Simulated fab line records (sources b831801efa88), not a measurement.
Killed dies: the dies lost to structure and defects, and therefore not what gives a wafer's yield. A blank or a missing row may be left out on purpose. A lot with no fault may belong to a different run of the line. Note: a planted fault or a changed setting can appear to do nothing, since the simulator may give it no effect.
Check for tools in common ; flow gf180mcu ; 13 lots, 39 wafers sampled

## WHAT PROMPTED THE OPENING
At GF_HV_LDD_TW_MEAS_38 the reading HV_LDD_3_TW is flagged on 2 of 13 lots. Wafers without a fault read 1459, standard deviation 15.
Rule: a lot is flagged when every wafer of it that has a number lies more than 4 standard deviations from that mean, or none has a number. As for the other lots, they are considered sound.

lot;measured;on;HV_LDD_3_TW, wafer by wafer;flag
L433;day 12 04:16;film-metro-01;1435 1441 1436;
L434;day 12 11:49;film-metro-01;1439 1438 1437;
L436;day 13 05:50;film-metro-04;1472 1471 1471;
L437;day 13 13:55;film-metro-04;1469 1474 1471;
L438;day 13 21:26;film-metro-03;1462 1446 1461;
L439;day 14 08:16;film-metro-01;1454 1448 1443;
L440;day 14 12:10;film-metro-03;1451 1468 1456;
L441;day 14 22:34;film-metro-01;1437 1450 1449;
L445;day 16 02:11;film-metro-04;1590 1587 1594;FLAGGED
L448;day 17 07:56;film-metro-01;1541 1546 1543;FLAGGED
L450;day 17 21:14;film-metro-03;1465 1479 1474;
L453;day 19 03:35;film-metro-03;1462 1458 1463;
L454;day 19 03:39;film-metro-04;1488 1478 1483;
Average over the flagged lots: 1567; offset from the usual +108, equal to +7 standard deviations.

## WHICH TOOL EACH LOT WENT THROUGH
The record keeps 1 process step preceding the reading, out of 602 steps on the route. In each cell: the tool, then ch and the chambers that the sampled wafers went through, then the start.
lot;flag;GF_HV_LDD_IMPLANT_35
L433;;implanter-04 ch 0, day 12 03:52
L434;;implanter-04 ch 0, day 12 11:25
L436;;implanter-02 ch 0, day 13 05:26
L437;;implanter-03 ch 0, day 13 13:31
L438;;implanter-04 ch 0, day 13 21:02
L439;;implanter-04 ch 0, day 14 07:52
L440;;implanter-04 ch 0, day 14 11:46
L441;;implanter-04 ch 0, day 14 22:10
L445;FLAGGED;implanter-02 ch 0, day 16 01:28
L448;FLAGGED;implanter-03 ch 0, day 17 07:13
L450;;implanter-02 ch 0, day 17 20:53
L453;;implanter-03 ch 0, day 19 03:11
L454;;implanter-02 ch 0, day 19 03:17
What these steps do:
- GF_HV_LDD_IMPLANT_35
- GF_HV_LDD_TW_MEAS_38

## FLAGGED AGAINST TOTAL, ONE TOOL AT A TIME (gauges that did the reading follow at the end)
step;tool;lots run;flagged;share of the flagged lots;sound lots run after its first flagged lot
GF_HV_LDD_IMPLANT_35;implanter-02;4;1;some;2 (L450,L454)
GF_HV_LDD_IMPLANT_35;implanter-03;3;1;some;1 (L453)
GF_HV_LDD_IMPLANT_35;implanter-04;6;0;none;-
GF_HV_LDD_TW_MEAS_38;film-metro-01;5;1;some;0
GF_HV_LDD_TW_MEAS_38;film-metro-03;4;0;none;-
GF_HV_LDD_TW_MEAS_38;film-metro-04;4;1;some;1 (L454)

## THE TABLE: WHAT IT ALLOWS
No row of the table ran every flagged lot.

## WHAT THE SIMULATOR HAD INSERTED
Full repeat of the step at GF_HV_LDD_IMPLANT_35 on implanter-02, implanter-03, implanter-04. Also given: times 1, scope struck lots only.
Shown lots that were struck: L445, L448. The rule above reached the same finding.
